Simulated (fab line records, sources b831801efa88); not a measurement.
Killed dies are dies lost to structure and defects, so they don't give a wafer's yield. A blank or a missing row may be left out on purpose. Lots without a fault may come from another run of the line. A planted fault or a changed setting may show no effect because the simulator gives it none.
fab line records | flow sky130
record lots=5 wafers=15 last_day=50
route steps=708 shown VIA2@525 METAL3@532 CAPM@537
lots that met no fault: from a run of the same line without faults
start_h: hours from the record's first day to the start of the lot's first wafer shown | wait_h: hours since the lot's step before | " the same as in the row above | L1.1+2: a row that stands for several wafers | - no value, or no start given | * or withheld: withheld | < > ~ a bound
route shown NAME@n: a module of which the file shows steps, and the number in the route of the first | usual: mean/standard deviation of fault-free wafers | same: alike in all rows | chamber/n: place in a boat | sites: the reading at each site | _std_site: their standard deviation | _edge_site: outer sites' mean less inner sites' | radius_mm: how far each site lies from the wafer's centre | mask NAME#n: copy n | behind: the tool/chamber that last shaped the wafer | hold: why the lot was held/for how many hours/how that ended | device: the transistor (n, p or np) that didn't switch | end of line: the same wafers' tests at the end of the route | a step without rows: its recipe alone | killed: dies lost to structure and defects at the first sort, not the wafer's yield | map: a wafer's dies, x killed, . not, _ none there
set.NAME: the setting as run; set.NAME@STEP: as run at that earlier step | model.NAME: the simulator's own value behind a step, which no gauge read
lots at some steps of the route; a table a step, a row a wafer
services: from which hour (start_h, from the record's first day; less than 0 if before it) a tool's chamber was out of use, for how many hours, and why
## steps
# step SKY_VIA2_CLEAN_18
# recipe chemistry=IPA time_s=180 temp_c=25
# columns lot.wafer tool chamber start_h wait_h
L077.1+4+5 wet_bench-01 0 869.73 0.0
L080.1+2+5 wet_bench-01 3 888.98 0.0
L089.3+4+5 wet_bench-02 3 960.67 0.0
L093.2+3+6 wet_bench-03 0 982.48 0.0
L095.1+2+3 wet_bench-01 0 994.21 0.0
# step SKY_VIA2_CLEAN_19
# recipe chemistry=O3/DIW dry=n2_spin
# columns lot.wafer tool chamber start_h wait_h
L077.1+4+5 wet_bench-02 1 869.79 0.0
L080.1+2+5 wet_bench-02 3 889.04 0.0
L089.3+4+5 wet_bench-02 0 960.73 0.0
L093.2+3+6 wet_bench-01 0 982.54 0.0
L095.1+2+3 wet_bench-03 3 994.27 0.0
# step SKY_VIA2_SPUTTER_20
# recipe material=TiN target_thk_nm=20 chamber_pressure_pa=5 power_w=4000 time_s=80
# usual throttle_valve_pct=29.9/1
# columns lot.wafer tool chamber start_h wait_h throttle_valve_pct
L077.1 pvd_sputter-04 - 869.89 0.0 28.9
L077.4 " - " " 31.6
L077.5 " - " " 29.5
L080.1 pvd_sputter-02 - 889.14 0.0 31.1
L080.2 " - " " 30.5
L080.5 " - " " 31.2
L089.3 pvd_sputter-03 - 960.82 0.0 30.6
L089.4 " - " " 30.8
L089.5 " - " " 29.3
L093.2 pvd_sputter-04 - 982.64 0.0 31.6
L093.3 " - " " 29.3
L093.6 " - " " 31.7
L095.1 pvd_sputter-02 - 994.39 0.0 28.3
L095.2 " - " " 30.4
L095.3 " - " " 30.1
# step SKY_VIA2_CVD_21
# recipe material=W target_thk_nm=420 time_s=126.4 temp_c=400 pressure_torr=40
# usual heater_power_w=878/29
# columns lot.wafer tool chamber start_h wait_h heater_power_w since_wet_clean_h
L077.1 cvd_w-01 0 869.96 0.0 840 466
L077.4 " 1 " " 854 -
L077.5 " 0 " " 872 -
L080.1 cvd_w-02 0 889.20 0.0 931 985
L080.2 " 1 " " 882 985
L080.5 " 1 " " 872 -
L089.3 cvd_w-02 1 960.93 0.1 870 -
L089.4 " 0 " " 863 -
L089.5 " 0 " " 873 -
L093.2 cvd_w-01 1 982.70 0.0 877 579
L093.3 " 0 " " 876 -
L093.6 " 0 " " 861 -
L095.1 cvd_w-02 1 994.45 0.0 852 76
L095.2 " 0 " " 879 76
L095.3 " 0 " " 881 -
# step SKY_VIA2_RS_MEAS_22
# recipe thk_meas_gauge=four-point-probe reads=W_of_VIA2_CVD_21+TiN_of_VIA2_SPUTTER_20
# usual VIA2_W_RS=0.267/0.0052
# columns lot.wafer tool chamber start_h wait_h VIA2_W_RS[ohm/sq]
L077.1 film_metro-03 - 870.09 0.1 0.268
L077.4 " - " " 0.265
L077.5 " - " " 0.269
L080.1 film_metro-02 - 889.33 0.1 0.259
L080.2 " - " " 0.272
L080.5 " - " " 0.269
L089.3 film_metro-02 - 961.06 0.1 0.271
L089.4 " - " " 0.263
L089.5 " - " " 0.261
L093.2 film_metro-02 - 982.85 0.1 0.274
L093.3 " - " " 0.275
L093.6 " - " " 0.274
L095.1 film_metro-03 - 994.58 0.1 0.275
L095.2 " - " " 0.267
L095.3 " - " " 0.261
# step SKY_VIA2_THK_MEAS_23
# recipe thk_meas_gauge=xrf reads=W_of_VIA2_CVD_21
# usual VIA2_W_THK=424/9.8
# columns lot.wafer tool chamber start_h wait_h VIA2_W_THK[nm]
L077.1 film_metro-03 - 870.21 0.1 424
L077.4 " - " " 423
L077.5 " - " " 417
L080.1 film_metro-02 - 889.45 0.1 444
L080.2 " - " " 423
L080.5 " - " " 423
L089.3 film_metro-02 - 961.16 0.1 420
L089.4 " - " " 434
L089.5 " - " " 440
L093.2 film_metro-02 - 982.96 0.1 417
L093.3 " - " " 414
L093.6 " - " " 414
L095.1 film_metro-03 - 994.70 0.1 410
L095.2 " - " " 421
L095.3 " - " " 428
# step SKY_VIA2_CMP_24
# recipe stop_on=SiO2 t_overpolish_s=20 down_force_psi=3.5 platen_rpm=60 target_thk_nm=0 pad_velocity_m_s=0.94248
# usual motor_current_A=10.9/1.6 overpolish_run_s=20.000/0.0091 time_to_endpoint_s=104/4.8
# columns lot.wafer tool chamber start_h wait_h motor_current_A overpolish_run_s time_to_endpoint_s
L077.1 cmp-02 1 870.37 0.1 12.1 20.005 100
L077.4 " 2 " " 12.3 20.016 107
L077.5 " 0 " " 10.5 20.003 102
L080.1 cmp-01 2 889.63 0.2 11.9 20.014 97
L080.2 " 3 " " 8.2 20.016 100
L080.5 " 1 " " 11.7 19.997 97
L089.3 cmp-01 2 961.30 0.1 12.1 19.994 105
L089.4 " 3 " " 8.5 19.997 108
L089.5 " 0 " " 8.6 20.000 108
L093.3 cmp-02 3 983.01 0.0 12.3 20.027 105
L093.2 " 0 " " 10.7 20.002 105
L093.6 " 0 " " 10.6 19.996 104
L095.3 cmp-02 0 994.76 0.0 11.1 19.986 108
L095.1 " 2 " " 12.4 19.997 100
L095.2 " 3 " " 12.2 20.016 102
# step SKY_METAL3_SPUTTER_00
# recipe material=Ti target_thk_nm=15 power_w=3000 time_s=10 chamber_pressure_pa=0.4
# usual throttle_valve_pct=30.0/1
# columns lot.wafer tool chamber start_h wait_h throttle_valve_pct
L077.1 pvd_sputter-02 - 870.57 0.1 28.1
L077.4 " - " " 30.8
L077.5 " - " " 28.3
L080.1 pvd_sputter-02 - 889.83 0.1 29.8
L080.2 " - " " 30.8
L080.5 " - " " 31.0
L089.3 pvd_sputter-02 - 961.50 0.1 31.1
L089.4 " - " " 30.0
L089.5 " - " " 28.3
L093.2 pvd_sputter-02 - 983.31 0.2 31.0
L093.3 " - " " 29.8
L093.6 " - " " 30.9
L095.1 pvd_sputter-02 - 995.06 0.1 30.1
L095.2 " - " " 28.3
L095.3 " - " " 31.0
# step SKY_METAL3_SPUTTER_01
# recipe material=TiN target_thk_nm=20 power_w=6500 time_s=16.7 chamber_pressure_pa=0.4
# usual throttle_valve_pct=30.0/1
# columns lot.wafer tool chamber start_h wait_h throttle_valve_pct
L077.1 pvd_sputter-02 - 870.59 0.0 28.6
L077.4 " - " " 30.9
L077.5 " - " " 28.5
L080.1 pvd_sputter-02 - 889.86 0.0 30.3
L080.2 " - " " 30.8
L080.5 " - " " 31.0
L089.3 pvd_sputter-02 - 961.52 0.0 31.0
L089.4 " - " " 29.8
L089.5 " - " " 28.4
L093.2 pvd_sputter-02 - 983.33 0.0 30.9
L093.3 " - " " 30.4
L093.6 " - " " 30.9
L095.1 pvd_sputter-02 - 995.08 0.0 29.8
L095.2 " - " " 28.5
L095.3 " - " " 31.0
# step SKY_METAL3_SPUTTER_02
# recipe material=AlCu target_thk_nm=735 power_w=10600 time_s=39.1 chamber_pressure_pa=0.4
# usual throttle_valve_pct=30.0/1
# columns lot.wafer tool chamber start_h wait_h throttle_valve_pct
L077.1 pvd_sputter-02 - 870.61 0.0 28.1
L077.4 " - " " 30.9
L077.5 " - " " 28.3
L080.1 pvd_sputter-02 - 889.88 0.0 29.9
L080.2 " - " " 30.9
L080.5 " - " " 31.1
L089.3 pvd_sputter-02 - 961.54 0.0 31.0
L089.4 " - " " 29.9
L089.5 " - " " 28.4
L093.2 pvd_sputter-02 - 983.36 0.0 31.0
L093.3 " - " " 30.0
L093.6 " - " " 30.9
L095.1 pvd_sputter-02 - 995.11 0.0 30.0
L095.2 " - " " 28.5
L095.3 " - " " 31.1
# step SKY_METAL3_SPUTTER_03
# recipe material=Ti target_thk_nm=5 power_w=3000 time_s=3.3 chamber_pressure_pa=0.4
# usual throttle_valve_pct=30.0/1
# columns lot.wafer tool chamber start_h wait_h throttle_valve_pct
L077.1 pvd_sputter-02 - 870.65 0.0 28.4
L077.4 " - " " 30.8
L077.5 " - " " 28.3
L080.1 pvd_sputter-02 - 889.92 0.0 29.9
L080.2 " - " " 31.0
L080.5 " - " " 31.0
L089.3 pvd_sputter-02 - 961.58 0.0 31.0
L089.4 " - " " 29.8
L089.5 " - " " 28.2
L093.2 pvd_sputter-02 - 983.40 0.0 31.0
L093.3 " - " " 29.9
L093.6 " - " " 30.8
L095.1 pvd_sputter-02 - 995.15 0.0 30.2
L095.2 " - " " 28.4
L095.3 " - " " 31.0
# step SKY_METAL3_SPUTTER_04
# recipe material=TiN target_thk_nm=70 power_w=6500 time_s=58.3 chamber_pressure_pa=0.4
# usual throttle_valve_pct=30.0/1
# columns lot.wafer tool chamber start_h wait_h throttle_valve_pct
L077.1 pvd_sputter-02 - 870.67 0.0 28.2
L077.4 " - " " 31.0
L077.5 " - " " 28.1
L080.1 pvd_sputter-02 - 889.94 0.0 30.1
L080.2 " - " " 31.1
L080.5 " - " " 30.9
L089.3 pvd_sputter-02 - 961.60 0.0 31.1
L089.4 " - " " 30.3
L089.5 " - " " 28.3
L093.2 pvd_sputter-02 - 983.42 0.0 31.0
L093.3 " - " " 29.9
L093.6 " - " " 31.0
L095.1 pvd_sputter-02 - 995.17 0.0 29.9
L095.2 " - " " 28.5
L095.3 " - " " 31.0
# step SKY_CAPM_CVD_00
# recipe material=SiO2 target_thk_nm=15.5 temp_c=400 time_s=withheld rf_w=450
# usual heater_power_w=690/100
# columns lot.wafer tool chamber start_h wait_h heater_power_w
L077.1 pecvd-03 0 870.72 0.0 605
L077.4 " 2 " " 720
L077.5 " 1 " " 645
L080.1 pecvd-03 1 889.99 0.0 695
L080.2 " 2 " " 725
L080.5 " 2 " " 754
L089.3 pecvd-01 1 961.65 0.0 651
L089.4 " 2 " " 819
L089.5 " 1 " " 641
L093.2 pecvd-01 2 983.46 0.0 696
L093.3 " 0 " " 889
L093.6 " 0 " " 887
L095.1 pecvd-01 0 995.22 0.0 846
L095.2 " 2 " " 833
L095.3 " 1 " " 681
# step SKY_CAPM_THK_MEAS_01
# recipe reads=SiO2_of_CAPM_CVD_00
# usual CAPM_CVD_00_THK=15.46/0.21
# columns lot.wafer tool chamber start_h wait_h CAPM_CVD_00_THK[nm]
L077.1 film_metro-04 - 870.74 - 15.47
L077.4 " - " " 15.38
L077.5 " - " " 15.59
L080.1 film_metro-02 - 890.01 - 15.56
L080.2 " - " " 15.34
L080.5 " - " " 15.65
L089.3 film_metro-01 - 961.69 - 15.46
L089.4 " - " " 15.70
L089.5 " - " " 15.66
L093.2 film_metro-01 - 983.51 - 15.41
L093.3 " - " " 15.76
L093.6 " - " " 15.58
L095.1 film_metro-04 - 995.24 - 15.51
L095.2 " - " " 15.10
L095.3 " - " " 15.20
# step SKY_CAPM_SPUTTER_02
# recipe material=TiN target_thk_nm=200 temp_c=300 power_w=6500 time_s=166.7 chamber_pressure_pa=0.4
# usual throttle_valve_pct=30.0/0.95
# columns lot.wafer tool chamber start_h wait_h throttle_valve_pct
L077.1 pvd_sputter-03 - 870.80 0.1 30.6
L077.4 " - " " 29.2
L077.5 " - " " 29.4
L080.1 pvd_sputter-01 - 890.07 0.1 31.4
L080.2 " - " " 30.3
L080.5 " - " " 31.2
L089.3 pvd_sputter-01 - 961.73 0.0 31.2
L089.4 " - " " 30.7
L089.5 " - " " 31.2
L093.2 pvd_sputter-04 - 983.56 0.0 31.7
L093.3 " - " " 29.1
L093.6 " - " " 29.3
L095.1 pvd_sputter-01 - 995.30 0.1 30.8
L095.2 " - " " 30.3
L095.3 " - " " 31.4
# step SKY_CAPM_RS_MEAS_03
# recipe thk_meas_gauge=four-point-probe reads=TiN_of_CAPM_SPUTTER_02
# usual CAPM_TIN_RS=6.94/0.058
# columns lot.wafer tool chamber start_h wait_h CAPM_TIN_RS[ohm/sq]
L077.1 film_metro-02 - 870.91 0.1 6.85
L077.4 " - " " 6.89
L077.5 " - " " 6.92
L080.1 film_metro-01 - 890.18 0.1 6.95
L080.2 " - " " 6.86
L080.5 " - " " 6.89
L089.3 film_metro-02 - 961.88 0.1 6.89
L089.4 " - " " 6.98
L089.5 " - " " 6.92
L093.2 film_metro-02 - 983.69 0.1 6.92
L093.3 " - " " 6.95
L093.6 " - " " 7.00
L095.1 film_metro-04 - 995.41 0.1 6.88
L095.2 " - " " 6.96
L095.3 " - " " 6.88
# step SKY_CAPM_THK_MEAS_04
# recipe thk_meas_gauge=xrf reads=TiN_of_CAPM_SPUTTER_02
# usual CAPM_TIN_THK=197.9/2.1
# columns lot.wafer tool chamber start_h wait_h CAPM_TIN_THK[nm]
L077.1 film_metro-02 - 871.03 0.1 201.5
L077.4 " - " " 199.8
L077.5 " - " " 199.9
L080.1 film_metro-01 - 890.30 0.1 198.9
L080.2 " - " " 201.8
L080.5 " - " " 201.1
L089.3 film_metro-02 - 961.98 0.1 199.4
L089.4 " - " " 196.9
L089.5 " - " " 198.3
L093.2 film_metro-02 - 983.80 0.1 198.0
L093.3 " - " " 197.6
L093.6 " - " " 196.7
L095.1 film_metro-04 - 995.53 0.1 197.5
L095.2 " - " " 195.9
L095.3 " - " " 199.1
# step SKY_CAPM_DEHYDRATE_05
# recipe temp_c=200 time_s=60
# usual exhaust_pa=44.9/0.91
# columns lot.wafer tool chamber start_h wait_h exhaust_pa
L077.1 litho_track-04 0 883.78 12.7 45.6
L077.4 " 0 " " 45.2
L077.5 " 0 " " 44.7
L080.1 litho_track-04 0 901.98 11.7 44.1
L080.2 " 0 " " 44.0
L080.5 " 0 " " 45.1
L089.3 litho_track-04 0 972.78 10.8 45.1
L089.4 " 0 " " 45.6
L089.5 " 0 " " 44.9
L093.2 litho_track-03 0 994.45 10.6 45.2
L093.3 " 0 " " 45.8
L093.6 " 0 " " 45.4
L095.1 litho_track-04 0 1006.83 11.3 46.3
L095.2 " 0 " " 44.3
L095.3 " 0 " " 45.8
# step SKY_CAPM_HMDS_06
# recipe prime_time_s=60 prime_temp_c=120
# usual exhaust_pa=45.0/0.81
# columns lot.wafer tool chamber start_h wait_h exhaust_pa
L077.1 litho_track-04 0 883.93 0.1 45.5
L077.4 " 0 " " 46.0
L077.5 " 0 " " 44.4
L080.1 litho_track-04 0 902.13 0.1 45.6
L080.2 " 0 " " 44.3
L080.5 " 0 " " 43.8
L089.3 litho_track-04 0 972.93 0.1 45.0
L089.4 " 0 " " 44.6
L089.5 " 0 " " 45.4
L093.2 litho_track-03 0 994.60 0.1 46.5
L093.3 " 0 " " 43.8
L093.6 " 0 " " 44.8
L095.1 litho_track-04 0 1006.98 0.1 44.6
L095.2 " 0 " " 44.6
L095.3 " 0 " " 44.4
# step SKY_CAPM_COAT_07
# recipe resist=NOVOLAK spin_rpm=3000 resist_thk_nm=1140
# usual exhaust_pa=45.2/0.85
# columns lot.wafer tool chamber start_h wait_h exhaust_pa
L077.1 litho_track-04 0 884.08 0.1 44.2
L077.4 " 0 " " 45.1
L077.5 " 0 " " 47.1
L080.1 litho_track-04 0 902.28 0.1 45.1
L080.2 " 0 " " 45.1
L080.5 " 0 " " 44.1
L089.3 litho_track-04 0 973.08 0.1 45.4
L089.4 " 0 " " 45.9
L089.5 " 0 " " 45.4
L093.2 litho_track-03 0 994.75 0.1 46.1
L093.3 " 0 " " 45.1
L093.6 " 0 " " 46.6
L095.1 litho_track-04 0 1007.13 0.1 45.7
L095.2 " 0 " " 45.4
L095.3 " 0 " " 46.1
# step SKY_CAPM_SOFTBAKE_08
# recipe temp_c=90 time_s=60 resist=NOVOLAK
# usual exhaust_pa=45.1/0.95
# columns lot.wafer tool chamber start_h wait_h exhaust_pa
L077.1 litho_track-04 0 884.23 0.1 46.8
L077.4 " 0 " " 46.2
L077.5 " 0 " " 47.2
L080.1 litho_track-04 0 902.43 0.1 44.0
L080.2 " 0 " " 42.8
L080.5 " 0 " " 43.7
L089.3 litho_track-04 0 973.23 0.1 44.9
L089.4 " 0 " " 45.6
L089.5 " 0 " " 45.0
L093.2 litho_track-03 0 994.90 0.1 44.6
L093.3 " 0 " " 46.7
L093.6 " 0 " " 45.6
L095.1 litho_track-04 0 1007.28 0.1 45.9
L095.2 " 0 " " 46.0
L095.3 " 0 " " 44.6
# step SKY_CAPM_EXPOSE_09
# recipe mask_id=CAPM na=0.6 source_shape=conventional sigma_outer=0.6 polarization=unpolarized target_cd_nm=1000 dose_mj=159
# columns lot.wafer tool chamber start_h wait_h mask
L077.1+4+5 iline_stepper-01 0 - - CAPM#0
L080.1+2+5 iline_stepper-02 0 - - CAPM#0
L089.3+4+5 iline_stepper-01 0 - - CAPM#0
L093.2+3+6 iline_stepper-01 0 - - CAPM#0
L095.1+2+3 iline_stepper-01 0 - - CAPM#0
# step SKY_CAPM_PEB_10
# recipe temp_c=withheld time_s=* resist=NOVOLAK
# usual exhaust_pa=44.8/0.86
# columns lot.wafer tool chamber start_h wait_h exhaust_pa
L077.1 litho_track-04 0 - - 45.8
L077.4 " 0 " " 43.7
L077.5 " 0 " " 43.6
L080.1 litho_track-04 0 - - 44.6
L080.2 " 0 " " 43.7
L080.5 " 0 " " 45.5
L089.3 litho_track-03 0 - - 45.2
L089.4 " 0 " " 43.7
L089.5 " 0 " " 46.3
L093.2 litho_track-03 0 - - 46.0
L093.3 " 0 " " 44.2
L093.6 " 0 " " 44.9
L095.1 litho_track-02 0 - - 45.2
L095.2 " 0 " " 45.6
L095.3 " 0 " " 45.6
# step SKY_CAPM_DEVELOP_11
# recipe resist=NOVOLAK developer=TMAH develop_time_s=60 dev_temp_c=23
# usual exhaust_pa=44.8/0.87
# columns lot.wafer tool chamber start_h wait_h exhaust_pa
L077.1 litho_track-04 0 895.93 0.1 43.9
L077.4 " 0 " " 45.2
L077.5 " 0 " " 45.2
L080.1 litho_track-04 0 914.88 0.1 45.2
L080.2 " 0 " " 45.8
L080.5 " 0 " " 46.4
L089.3 litho_track-03 0 985.17 0.1 45.5
L089.4 " 0 " " 45.0
L089.5 " 0 " " 44.4
L093.2 litho_track-03 0 1006.45 0.1 46.1
L093.3 " 0 " " 45.4
L093.6 " 0 " " 45.4
L095.1 litho_track-02 0 1018.08 0.1 43.4
L095.2 " 0 " " 43.6
L095.3 " 0 " " 43.1
# step SKY_CAPM_OVL_MEAS_12
# usual CAPM_OVL=0.1/1.3
# columns lot.wafer tool chamber start_h wait_h CAPM_OVL[nm]
L077.1 overlay-02 - 896.08 0.1 -1.4
L077.4 " - " " -1.2
L077.5 " - " " -0.9
L080.1 overlay-02 - 915.03 0.1 -1.0
L080.2 " - " " 1.5
L080.5 " - " " 0.1
L089.3 overlay-01 - 985.28 0.1 -0.8
L089.4 " - " " -1.6
L089.5 " - " " -0.9
L093.2 overlay-01 - 1006.58 0.1 -0.9
L093.3 " - " " -0.9
L093.6 " - " " 0.1
L095.1 overlay-02 - 1018.23 0.1 -0.8
L095.2 " - " " 0.9
L095.3 " - " " 1.7
# step SKY_CAPM_METAL_ETCH_13
# recipe target_depth_nm=220 stop_on=SiO2 chemistry=Cl2/BCl3 target=TiN pressure_mtorr=10 icp_w=900 bias_w=48.5 Cl2_flow_sccm=60 bcl3_flow_sccm=30 time_s=62.9
# usual drypump_motor_current_A=5.8/0.54 oes_product_au=0.940/0.0065 throttle_valve_pct=21.903/0.0096
# columns lot.wafer tool chamber start_h wait_h drypump_motor_current_A oes_product_au rf_hours_counter_h throttle_valve_pct
L077.1 rie_metal-01 0 896.12 0.0 6.0 0.950 16 21.900
L077.4 " 0 " " 6.0 0.950 - 21.908
L077.5 " 0 " " 6.1 0.945 - 21.899
L080.1 rie_metal-04 0 915.06 0.0 5.1 0.944 10 21.908
L080.2 " 1 " " 5.2 0.949 8 21.879
L080.5 " 0 " " 5.1 0.951 - 21.876
L089.3 rie_metal-04 1 985.33 0.0 5.2 0.944 - 21.894
L089.4 " 0 " " 5.0 0.937 - 21.912
L089.5 " 0 " " 5.0 0.939 - 21.891
L093.2 rie_metal-04 0 1006.61 0.0 5.1 0.936 14 21.912
L093.3 " 0 " " 5.1 0.933 - 21.911
L093.6 " 1 " " 5.3 0.935 - 21.897
L095.1 rie_metal-03 1 1018.26 0.0 6.7 0.939 7 21.909
L095.2 " 0 " " 5.7 0.925 10 21.902
L095.3 " 1 " " 6.7 0.950 - 21.898
# step SKY_CAPM_STRIP_14
# recipe chemistry=O2/N2 power_w=1400 pressure_mtorr=1500 platen_temp_c=withheld o2_flow_sccm=3000 n2_flow_sccm=300 overash_fraction=0.5
# usual drypump_motor_current_A=5.6/0.42 oes_product_au=0.710/0.005 strip_time_to_endpoint_s=12.66/0.036
# columns lot.wafer tool chamber start_h wait_h drypump_motor_current_A oes_product_au rf_hours_counter_h strip_time_to_endpoint_s
L077.1 plasma_asher-03 1 896.19 0.1 5.8 0.709 105 12.68
L077.4 " 1 " " 5.8 0.709 - 12.64
L077.5 " 0 " " 4.9 0.710 - 12.66
L080.1 plasma_asher-04 0 915.14 0.1 5.8 0.705 49 12.63
L080.2 " 1 " " 6.0 0.704 49 12.65
L080.5 " 0 " " 5.8 0.712 - 12.65
L089.3 plasma_asher-03 0 985.42 0.1 4.9 0.707 - 12.68
L089.4 " 1 " " 5.8 0.710 - 12.70
L089.5 " 1 " " 5.8 0.707 - 12.70
L093.2 plasma_asher-04 1 1006.69 0.1 6.0 0.710 57 12.64
L093.3 " 1 " " 6.0 0.713 - 12.63
L093.6 " 0 " " 5.8 0.710 - 12.59
L095.1 plasma_asher-04 0 1018.34 0.1 5.8 0.701 59 12.66
L095.2 " 1 " " 6.0 0.704 59 12.66
L095.3 " 1 " " 6.0 0.716 - 12.69
# step SKY_CAPM_STRIP_15
# recipe chemistry=post_etch_residue_remover time_s=1200 temp_c=72.5
# columns lot.wafer tool chamber start_h wait_h
L077.1+4+5 wet_bench-02 2 896.29 0.1
L080.1+2+5 wet_bench-04 2 915.24 0.1
L089.3+4+5 wet_bench-04 0 985.49 0.0
L093.2+3+6 wet_bench-02 2 1006.79 0.1
L095.1+2+3 wet_bench-03 0 1018.44 0.1
## services
# columns tool chamber start_h hours kind
cmp-01 - 859.08 4.2 pm
plasma_asher-04 - 862.59 1.2 repair
iline_stepper-01 - 864.34 1.7 pm
cmp-01 - 871.35 0.6 repair
cmp-02 - 886.09 8.3 pm
pecvd-01 - 890.41 6.0 pm
plasma_asher-04 - 896.03 11.7 repair
pecvd-01 0 898.11 5.2 repair
pecvd-03 0 898.77 5.6 repair
cvd_w-02 - 904.00 14.0 pm
pvd_sputter-01 - 910.95 37.5 repair
cmp-01 - 911.32 1.0 repair
pecvd-01 - 913.46 0.8 pm
iline_stepper-01 - 922.71 4.4 pm
pvd_sputter-04 - 925.88 7.3 repair
pvd_sputter-02 - 945.25 1.4 repair
plasma_asher-04 - 951.16 5.2 repair
pvd_sputter-01 - 951.27 4.6 repair
pvd_sputter-02 - 954.11 7.1 repair
plasma_asher-04 - 957.84 2.2 repair
pecvd-01 1 962.52 21.6 repair
pvd_sputter-04 - 1010.93 0.6 repair
pvd_sputter-01 - 1011.51 0.9 repair
pvd_sputter-01 - 1013.53 1.3 repair
## key
fault none
